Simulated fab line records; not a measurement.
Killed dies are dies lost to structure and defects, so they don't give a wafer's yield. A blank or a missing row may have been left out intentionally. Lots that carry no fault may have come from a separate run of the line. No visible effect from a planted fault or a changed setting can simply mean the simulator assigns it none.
fab line records | flow sky130
record: lots: 7 | wafers: 21 | lastDay: 50
route steps=708 shown METAL2@503 VIA2@507 PAD_OPEN@708
lots that met no fault: from a run of the same line without faults
startH: the number of hours between the record's first day and the start of the first shown wafer of the lot | waitH: hours since the lot's step before | " as in the row above | L1.1+2: several wafers, shown together as one row | - no value, or no start was given | * or withheld: withheld | < > ~ a bound
route shown NAME@n: a module of which the file shows steps, and the number in the route of the first | usual: mean and standard deviation over wafers with no fault | same: alike in all rows | chamber/n: place in a boat | sites: per-site readings | _std_site: their standard deviation | _edge_site: inner sites' mean taken away from outer sites' mean | radiusMm: how far each site lies from the wafer's centre | mask NAME#n: copy n | behind: the last tool/chamber to shape the wafer | hold: why the lot went on hold/how many hours it stayed there/how the hold came to an end | device: names the non-switching transistor (n, p or np) | end of line: tests of these same wafers at the route's end | where a step has no rows: the recipe by itself | killed: at the first sort, the dies lost to defects and structure; wafer yield is something else | map: shows each die of a wafer: x if killed, . if not, _ if none is there
set.NAME: the run value of the setting; set.NAME@STEP: its run value at that earlier step | model.NAME: the simulator's own value behind a step, which no gauge read
lots at selected steps of the route; one table per step, one row per wafer
services: a tool's chamber out of use, with start hour (startH, from the record's first day; less than 0 if before it), hours out, and reason
== steps ==
step: SKY_METAL2_STRIP_20
recipe: chemistry: O2/N2 | powerW: 1400 | pressureMtorr: 1500 | platenTempC: withheld | o2FlowSccm: 3000 | n2FlowSccm: 300 | overashFraction: 0.5
usual: drypumpMotorCurrentA: 5.8/0.37 | oesProductAu: 0.345/0.0055 | stripTimeToEndpointS: 2.74/0.084
lot.wafer | tool           | chamber | startH | waitH | drypumpMotorCurrentA | oesProductAu | rfHoursCounterH | stripTimeToEndpointS
L442.1    | plasmaAsher-01 | 1       | 829.19 | 0.1   | 5.5                  | 0.343        | 68              | 2.69
L442.4    | "              | 0       | "      | "     | 6.0                  | 0.347        | -               | 2.65
L442.5    | "              | 0       | "      | "     | 6.0                  | 0.339        | -               | 2.64
L451.2    | plasmaAsher-01 | 0       | 918.56 | 0.1   | 6.0                  | 0.353        | 77              | 2.79
L451.4    | "              | 1       | "      | "     | 5.5                  | 0.341        | -               | 2.64
L451.5    | "              | 0       | "      | "     | 6.0                  | 0.342        | -               | 2.59
L452.1    | plasmaAsher-02 | 0       | 921.57 | 0.2   | 5.1                  | 0.350        | 17              | 2.74
L452.3    | "              | 1       | "      | "     | 6.2                  | 0.347        | -               | 2.73
L452.5    | "              | 1       | "      | "     | 6.2                  | 0.350        | -               | 2.77
L454.2    | plasmaAsher-03 | 1       | 924.81 | 0.1   | 5.8                  | 0.340        | 49              | 2.64
L454.4    | "              | 1       | "      | "     | 5.8                  | 0.340        | -               | 2.58
L454.5    | "              | 1       | "      | "     | 5.8                  | 0.342        | -               | 2.81
L458.1    | plasmaAsher-03 | 0       | 950.16 | 0.1   | 6.0                  | 0.345        | 52              | 2.60
L458.3    | "              | 0       | "      | "     | 6.0                  | 0.346        | -               | 2.77
L458.5    | "              | 1       | "      | "     | 5.8                  | 0.354        | -               | 2.78
L460.3    | plasmaAsher-02 | 1       | 963.98 | 0.1   | 6.2                  | 0.349        | -               | 2.86
L460.4    | "              | 0       | "      | "     | 5.1                  | 0.349        | -               | 2.86
L460.5    | "              | 0       | "      | "     | 5.1                  | 0.350        | -               | 2.86
L465.2    | plasmaAsher-03 | 1       | 996.01 | 0.1   | 5.9                  | 0.341        | 56              | 2.81
L465.3    | "              | 0       | "      | "     | 6.0                  | 0.347        | -               | 2.77
L465.6    | "              | 0       | "      | "     | 6.1                  | 0.344        | -               | 2.75
step: SKY_METAL2_STRIP_21
recipe: chemistry: postEtchResidueRemover | timeS: 1200 | tempC: 72.5
step: SKY_METAL2_CLEAN_22
recipe: chemistry: IPA | timeS: 180 | tempC: 25
step: SKY_METAL2_CLEAN_23
recipe: chemistry: O3/DIW | dry: n2Spin
step: SKY_VIA2_HDPCVD_00
recipe: material: SiO2 | targetThkNm: 1180 | sigmaOpenFrac: 0.3 | timeS: 196.7 | tempC: 400 | sih4FlowSccm: 60 | pressureMtorr: 6
step: SKY_VIA2_THK_MEAS_01
recipe: reads: SiO2_of_VIA2_HDPCVD_00
usual: VIA2_HDPCVD_THK: 1180/18
lot.wafer | tool         | chamber | startH | waitH | VIA2_HDPCVD_THK[nm]
L442.1    | filmMetro-04 | -       | 829.92 | 0.1   | 1191
L442.4    | "            | -       | "      | "     | 1179
L442.5    | "            | -       | "      | "     | 1176
L451.2    | filmMetro-04 | -       | 919.38 | 0.1   | 1162
L451.4    | "            | -       | "      | "     | 1201
L451.5    | "            | -       | "      | "     | 1180
L452.1    | filmMetro-04 | -       | 922.38 | 0.1   | 1205
L452.3    | "            | -       | "      | "     | 1166
L452.5    | "            | -       | "      | "     | 1178
L454.2    | filmMetro-01 | -       | 925.59 | 0.1   | 1169
L454.4    | "            | -       | "      | "     | 1199
L454.5    | "            | -       | "      | "     | 1184
L458.1    | filmMetro-04 | -       | 951.05 | 0.1   | 1204
L458.3    | "            | -       | "      | "     | 1188
L458.5    | "            | -       | "      | "     | 1160
L460.3    | filmMetro-04 | -       | 964.72 | 0.1   | 1203
L460.4    | "            | -       | "      | "     | 1168
L460.5    | "            | -       | "      | "     | 1187
L465.2    | filmMetro-04 | -       | 996.85 | 0.1   | 1159
L465.3    | "            | -       | "      | "     | 1186
L465.6    | "            | -       | "      | "     | 1165
step: SKY_VIA2_CMP_02
recipe: material: SiO2 | downForcePsi: 4 | platenRpm: 60 | padVelocityMS: 0.94248
usual: motorCurrentA: 11.9/1
lot.wafer | tool   | chamber | startH | waitH | motorCurrentA
L442.4    | cmp-01 | 3       | 829.98 | 0.0   | 11.2
L442.1    | "      | 2       | "      | "     | 13.1
L442.5    | "      | 0       | "      | "     | 13.6
L451.4    | cmp-02 | 3       | 919.46 | 0.1   | 10.8
L451.2    | "      | 2       | "      | "     | 11.7
L451.5    | "      | 3       | "      | "     | 11.7
L452.3    | cmp-02 | 1       | 922.78 | 0.4   | 13.2
L452.1    | "      | 2       | "      | "     | 11.8
L452.5    | "      | 0       | "      | "     | 9.9
L454.2    | cmp-02 | 0       | 925.70 | 0.1   | 10.3
L454.4    | "      | 2       | "      | "     | 11.5
L454.5    | "      | 0       | "      | "     | 10.5
L458.1    | cmp-01 | 3       | 951.16 | 0.1   | 11.3
L458.3    | "      | 0       | "      | "     | 14.0
L458.5    | "      | 3       | "      | "     | 11.7
L460.4    | cmp-01 | 0       | 964.76 | 0.0   | 13.2
L460.3    | "      | 2       | "      | "     | 13.4
L460.5    | "      | 0       | "      | "     | 14.0
L465.3    | cmp-01 | 3       | 996.95 | 0.1   | 11.6
L465.2    | "      | 0       | "      | "     | 14.3
L465.6    | "      | 2       | "      | "     | 13.7
step: SKY_VIA2_BOW_MEAS_03
recipe: mode: bow
usual: VIA2_BOW: 86/7.8
lot.wafer | tool         | chamber | startH | waitH | VIA2_BOW[um]
L442.1    | filmMetro-04 | -       | 830.28 | 0.1   | 87
L442.4    | "            | -       | "      | "     | 74
L442.5    | "            | -       | "      | "     | 71
L451.2    | filmMetro-04 | -       | 919.78 | 0.1   | 85
L451.4    | "            | -       | "      | "     | 80
L451.5    | "            | -       | "      | "     | 88
L452.1    | filmMetro-01 | -       | 923.03 | 0.1   | 95
L452.3    | "            | -       | "      | "     | 91
L452.5    | "            | -       | "      | "     | 95
L454.2    | filmMetro-01 | -       | 926.05 | 0.3   | 91
L454.4    | "            | -       | "      | "     | 83
L454.5    | "            | -       | "      | "     | 101
L458.1    | filmMetro-01 | -       | 951.41 | 0.2   | 84
L458.3    | "            | -       | "      | "     | 87
L458.5    | "            | -       | "      | "     | 95
L460.3    | filmMetro-02 | -       | 965.10 | 0.2   | 95
L460.4    | "            | -       | "      | "     | 84
L460.5    | "            | -       | "      | "     | 86
L465.2    | filmMetro-01 | -       | 997.22 | 0.2   | 93
L465.3    | "            | -       | "      | "     | 68
L465.6    | "            | -       | "      | "     | 82
step: SKY_VIA2_DEHYDRATE_04
recipe: tempC: 200 | timeS: 60
step: SKY_VIA2_HMDS_05
recipe: primeTimeS: 60 | primeTempC: 120
step: SKY_VIA2_COAT_06
recipe: resist: BARC | tempC: withheld | timeS: withheld | spinRpm: 3000 | resistThkNm: 60
step: SKY_VIA2_COAT_07
recipe: resist: KrF-thick | spinRpm: 3000 | resistThkNm: 450
step: SKY_VIA2_SOFTBAKE_08
recipe: tempC: 100 | timeS: 90 | resist: KrF-thick
usual: heaterPowerTotalW: 57.36/0.12 | runLengthS: 119.1/0.32
lot.wafer | tool          | chamber | startH | waitH | heaterPowerTotalW | runLengthS
L442.1    | lithoTrack-01 | 0       | 843    | -     | 57.60             | 118.7
L442.4    | "             | 0       | "      | "     | 57.37             | 118.7
L442.5    | "             | 0       | "      | "     | 57.51             | 118.6
L451.2    | lithoTrack-04 | 0       | 932    | -     | 57.50             | 119.7
L451.4    | "             | 0       | "      | "     | 57.59             | 119.5
L451.5    | "             | 0       | "      | "     | 57.26             | 119.5
L452.1    | lithoTrack-04 | 0       | 935    | -     | 76.44             | 67.0
L452.3    | "             | 0       | "      | "     | 76.42             | 67.2
L452.5    | "             | 0       | "      | "     | 76.46             | 67.1
L454.2    | lithoTrack-04 | 0       | 938    | -     | 76.29             | 67.0
L454.4    | "             | 0       | "      | "     | 76.36             | 67.0
L454.5    | "             | 0       | "      | "     | 76.24             | 66.9
L458.1    | lithoTrack-04 | 0       | 963    | -     | 76.36             | 67.0
L458.3    | "             | 0       | "      | "     | 76.51             | 67.1
L458.5    | "             | 0       | "      | "     | 75.96             | 67.3
L460.3    | lithoTrack-02 | 0       | 976    | -     | 57.41             | 119.2
L460.4    | "             | 0       | 977    | -     | 57.45             | 119.3
L460.5    | "             | 0       | "      | "     | 57.60             | 119.2
L465.2    | lithoTrack-01 | 0       | 1008   | -     | 57.25             | 118.7
L465.3    | "             | 0       | "      | "     | 57.24             | 118.6
L465.6    | "             | 0       | "      | "     | 57.34             | 118.8
step: SKY_VIA2_EXPOSE_09
recipe: maskId: VIM2 | na: 0.8 | sourceShape: annular | sigmaInner: 0.55 | sigmaOuter: 0.85 | targetCdNm: 200 | doseMj: 38
step: SKY_PAD_OPEN_PROBE_99
usual: defectLimitedYield: 82.0/1.9 | killed_at_M0_to_M3: 46/6.7 | killed_at_M4_up: 3.3/2 | killedAtContacts: 24/5.4 | killedAtFrontEnd: 15/4.3 | killedAtOther: 0.4/0.64 | killedDies: 89/9.1 | killedOpen: 48/7.2 | killedShort: 40/6.3
same: grossDies: 492 | killedAtBackSide: 0
lot.wafer | tool      | chamber | startH  | waitH | defectLimitedYield[%] | killed_at_M0_to_M3 | killed_at_M4_up | killedAtContacts | killedAtFrontEnd | killedAtOther | killedDies | killedOpen | killedShort
L442.1    | prober-01 | -       | 1086.23 | 0.1   | 81.9                  | 44                 | 8               | 23               | 14               | 0             | 89         | 40         | 49
L442.4    | prober-01 | -       | 1086.38 | 0.2   | 81.5                  | 51                 | 4               | 20               | 15               | 1             | 91         | 52         | 39
L442.5    | prober-01 | -       | 1086.43 | 0.2   | 80.9                  | 44                 | 3               | 34               | 13               | 0             | 94         | 59         | 35
L451.2    | prober-01 | -       | 1156.73 | 0.1   | 83.1                  | 42                 | 4               | 28               | 9                | 0             | 83         | 49         | 34
L451.4    | prober-01 | -       | 1156.83 | 0.2   | 78.9                  | 52                 | 3               | 37               | 12               | 0             | 104        | 61         | 43
L451.5    | prober-01 | -       | 1156.88 | 0.2   | 81.5                  | 48                 | 1               | 27               | 14               | 1             | 91         | 54         | 37
L452.1    | prober-02 | -       | 1156.81 | 0.1   | 78.9                  | 45                 | 6               | 32               | 19               | 2             | 104        | 53         | 51
L452.3    | prober-02 | -       | 1156.91 | 0.2   | 83.1                  | 34                 | 5               | 27               | 16               | 1             | 83         | 46         | 37
L452.5    | prober-02 | -       | 1157.01 | 0.2   | 79.7                  | 46                 | 2               | 27               | 23               | 2             | 100        | 49         | 50
L454.2    | prober-02 | -       | 1162.71 | 0.1   | 79.5                  | 56                 | 2               | 32               | 11               | 0             | 101        | 54         | 47
L454.4    | prober-02 | -       | 1162.81 | 0.2   | 79.9                  | 56                 | 4               | 30               | 9                | 0             | 99         | 55         | 44
L454.5    | prober-02 | -       | 1162.86 | 0.2   | 81.1                  | 48                 | 4               | 32               | 9                | 0             | 93         | 49         | 44
L458.1    | prober-01 | -       | 1180.30 | 0.1   | 82.7                  | 45                 | 7               | 17               | 15               | 1             | 85         | 51         | 33
L458.3    | prober-01 | -       | 1180.40 | 0.2   | 84.3                  | 43                 | 2               | 25               | 7                | 0             | 77         | 45         | 31
L458.5    | prober-01 | -       | 1180.50 | 0.2   | 83.1                  | 52                 | 2               | 14               | 15               | 0             | 83         | 48         | 35
L460.3    | prober-01 | -       | 1188.89 | 0.2   | 83.9                  | 43                 | 0               | 25               | 11               | 0             | 79         | 45         | 34
L460.4    | prober-01 | -       | 1188.94 | 0.2   | 80.7                  | 51                 | 4               | 24               | 16               | 0             | 95         | 43         | 52
L460.5    | prober-01 | -       | 1188.99 | 0.2   | 81.9                  | 47                 | 4               | 22               | 16               | 0             | 89         | 51         | 37
L465.2    | prober-02 | -       | 1209.49 | 0.1   | 83.7                  | 43                 | 0               | 23               | 14               | 0             | 80         | 49         | 31
L465.3    | prober-02 | -       | 1209.54 | 0.2   | 83.1                  | 43                 | 4               | 20               | 16               | 0             | 83         | 39         | 43
L465.6    | prober-02 | -       | 1209.69 | 0.2   | 80.9                  | 49                 | 5               | 26               | 13               | 1             | 94         | 48         | 46
killed by level:class
L442.1 CONTACT:geometricParticle:open=9 METAL1:geometricParticle:short=9 VIA3:geometricParticle:open=8 VIA1:geometricParticle:open=7 METAL4:geometricParticle:short=7 LI_CONTACT:geometricParticle:open=6 POLY_GATE:geometricParticle:short=5 VIA2:geometricParticle:open=5
L442.4 VIA1:geometricParticle:open=11 LI_CONTACT:geometricParticle:open=9 VIA2:geometricParticle:open=9 METAL2:geometricParticle:short=8 CONTACT:geometricParticle:open=6 VIA3:geometricParticle:open=6 FIELD_ISO:geometricParticle:open=5 VIA2:geometricParticle:short=5
L442.5 CONTACT:geometricParticle:open=17 VIA1:geometricParticle:open=9 LI_CONTACT:geometricParticle:open=7 VIA2:geometricParticle:open=7 VIA3:geometricParticle:open=7 VIA2:geometricParticle:short=5 CONTACT:geometricParticle:short=5 POLY_GATE:geometricParticle:short=4
L451.2 VIA3:geometricParticle:open=13 LI_CONTACT:geometricParticle:open=10 VIA1:geometricParticle:open=10 CONTACT:geometricParticle:short=8 METAL1:geometricParticle:short=5 LI_CONTACT:geometricParticle:short=4 CONTACT:geometricParticle:open=4 VIA1:geometricParticle:short=3
L452.1 CONTACT:geometricParticle:open=11 LI_CONTACT:geometricParticle:open=7 METAL1:geometricParticle:short=7 VIA1:geometricParticle:open=7 METAL2:geometricParticle:short=7 FIELD_ISO:geometricParticle:open=6 CONTACT:geometricParticle:short=6 POLY_GATE:geometricParticle:open=5
L451.4 CONTACT:geometricParticle:open=14 LI_CONTACT:geometricParticle:open=13 VIA1:geometricParticle:open=9 METAL1:geometricParticle:short=7 VIA2:geometricParticle:open=7 METAL2:geometricParticle:short=7 VIA3:geometricParticle:short=5 VIA3:geometricParticle:open=5
L451.5 VIA3:geometricParticle:open=12 CONTACT:geometricParticle:open=8 VIA1:geometricParticle:open=8 LI_CONTACT:geometricParticle:open=6 VIA1:geometricParticle:short=5 LOCAL_INTERCONNECT:geometricParticle:short=5 POLY_GATE:geometricParticle:short=4 CONTACT:geometricParticle:short=4
L452.3 VIA1:geometricParticle:open=11 CONTACT:geometricParticle:open=9 FIELD_ISO:geometricParticle:open=6 VIA2:geometricParticle:open=6 LI_CONTACT:geometricParticle:open=6 FIELD_ISO:geometricParticle:short=4 LOCAL_INTERCONNECT:geometricParticle:short=4 CONTACT:geometricParticle:short=4
L452.5 CONTACT:geometricParticle:open=10 LI_CONTACT:geometricParticle:open=9 FIELD_ISO:geometricParticle:short=8 VIA1:geometricParticle:open=8 POLY_GATE:geometricParticle:short=6 METAL2:geometricParticle:short=6 VIA2:geometricParticle:open=5 VIA2:geometricParticle:short=5
L454.2 CONTACT:geometricParticle:open=12 VIA2:geometricParticle:open=9 VIA1:geometricParticle:open=9 LI_CONTACT:geometricParticle:open=7 CONTACT:geometricParticle:short=7 VIA3:geometricParticle:open=7 METAL1:geometricParticle:short=6 METAL2:geometricParticle:short=5
L454.4 VIA1:geometricParticle:open=15 CONTACT:geometricParticle:open=10 LI_CONTACT:geometricParticle:open=9 VIA3:geometricParticle:open=8 METAL2:geometricParticle:short=7 FIELD_ISO:geometricParticle:open=5 VIA2:geometricParticle:open=5 METAL1:geometricParticle:short=5
L454.5 CONTACT:geometricParticle:open=15 VIA3:geometricParticle:open=9 VIA1:geometricParticle:short=9 VIA1:geometricParticle:open=9 FIELD_ISO:geometricParticle:short=6 CONTACT:geometricParticle:short=6 LI_CONTACT:geometricParticle:open=6 METAL2:geometricParticle:short=6
L458.1 VIA1:geometricParticle:open=13 VIA3:geometricParticle:open=8 LI_CONTACT:geometricParticle:open=7 CONTACT:geometricParticle:open=5 METAL1:geometricParticle:short=5 VIA2:geometricParticle:open=5 VIA3:geometricParticle:short=5 METAL4:geometricParticle:short=4
L458.3 LI_CONTACT:geometricParticle:open=12 VIA2:geometricParticle:open=9 VIA1:geometricParticle:open=9 CONTACT:geometricParticle:open=5 VIA3:geometricParticle:short=5 VIA1:geometricParticle:short=4 CONTACT:geometricParticle:short=3 METAL1:geometricParticle:short=3
L458.5 VIA1:geometricParticle:open=13 VIA3:geometricParticle:open=11 VIA1:geometricParticle:short=7 CONTACT:geometricParticle:open=6 METAL1:geometricParticle:short=6 FIELD_ISO:geometricParticle:open=4 POLY_GATE:geometricParticle:open=4 LI_CONTACT:geometricParticle:open=4
L460.3 VIA1:geometricParticle:open=12 LI_CONTACT:geometricParticle:open=9 CONTACT:geometricParticle:open=7 VIA1:geometricParticle:short=7 VIA3:geometricParticle:open=7 METAL1:geometricParticle:short=5 FIELD_ISO:geometricParticle:short=4 VIA2:geometricParticle:short=4
L460.4 VIA1:geometricParticle:open=12 CONTACT:geometricParticle:open=9 VIA2:geometricParticle:short=7 FIELD_ISO:geometricParticle:short=6 LOCAL_INTERCONNECT:geometricParticle:short=6 METAL2:geometricParticle:short=6 VIA2:geometricParticle:open=6 VIA1:geometricParticle:short=6
L460.5 VIA1:geometricParticle:open=12 VIA2:geometricParticle:open=9 CONTACT:geometricParticle:open=8 LOCAL_INTERCONNECT:geometricParticle:short=6 METAL2:geometricParticle:short=5 LI_CONTACT:geometricParticle:open=4 VIA1:geometricParticle:short=4 METAL3:geometricParticle:short=4
L465.2 VIA1:geometricParticle:open=11 CONTACT:geometricParticle:open=8 VIA1:geometricParticle:short=7 VIA2:geometricParticle:open=6 LI_CONTACT:geometricParticle:open=5 LOCAL_INTERCONNECT:geometricParticle:short=5 VIA3:geometricParticle:open=5 FIELD_ISO:geometricParticle:open=4
L465.3 CONTACT:geometricParticle:open=10 METAL1:geometricParticle:short=10 VIA1:geometricParticle:open=10 FIELD_ISO:geometricParticle:short=7 VIA2:geometricParticle:open=6 POLY_GATE:geometricParticle:short=5 VIA1:geometricParticle:short=5 CONTACT:geometricParticle:short=4
L465.6 CONTACT:geometricParticle:open=12 VIA1:geometricParticle:open=9 METAL1:geometricParticle:short=8 LI_CONTACT:geometricParticle:open=6 VIA3:geometricParticle:open=6 VIA1:geometricParticle:short=6 METAL2:geometricParticle:short=5 FIELD_ISO:geometricParticle:open=4
== services ==
tool           | chamber | startH | hours | kind
cmp-02         | -       | 814.68 | 1.3   | repair
plasmaAsher-03 | -       | 869.06 | 0.9   | repair
cmp-01         | -       | 881.40 | 0.9   | repair
cmp-02         | -       | 882.49 | 1.5   | repair
cmp-01         | -       | 899.94 | 4.1   | pm
plasmaAsher-03 | -       | 900.15 | 2.8   | pm
cmp-02         | -       | 904.19 | 5.7   | pm
plasmaAsher-02 | -       | 913.74 | 4.6   | repair
cmp-01         | -       | 919.72 | 4.0   | pm
plasmaAsher-03 | -       | 920.68 | 1.0   | repair
cmp-01         | -       | 923.72 | -     | consumableReplace:conditioner
cmp-01         | -       | 923.72 | -     | consumableReplace:pad
plasmaAsher-01 | -       | 931.62 | 1.1   | repair
cmp-01         | -       | 941.70 | 0.7   | repair
cmp-01         | -       | 952.95 | 6.3   | pm
cmp-01         | -       | 968.12 | 1.2   | repair
cmp-01         | -       | 998.62 | 28.9  | repair
== key ==
firstSign: step: SKY_VIA2_SOFTBAKE_08 | reading: runLengthS | direction: down | sigmas: 99+ | usual: * | struck: *
effect: step: SKY_VIA2_SOFTBAKE_08 | reading: heaterPowerTotalW | direction: up | sigmas: 99+ | usual: * | struck: *
metAt SKY_VIA2_SOFTBAKE_08
struckWafers L452.1,L452.3,L452.5,L454.2,L454.4,L454.5,L458.1,L458.3,L458.5
loopTrim: step: SKY_VIA2_EXPOSE_09 | setting: dose | lots: L458
onsetBetween 932 935
fault: kind: processParameterDrift | tool: lithoTrack-04 | chamber: - | onsetH: 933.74 | steps: SKY_VIA2_SOFTBAKE_08 | channel: timeS | offset: * | shape: step | endH: 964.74 | actsIn: * | stated: *
loopTrim: a control loop set the setting to another value than it would have without faults
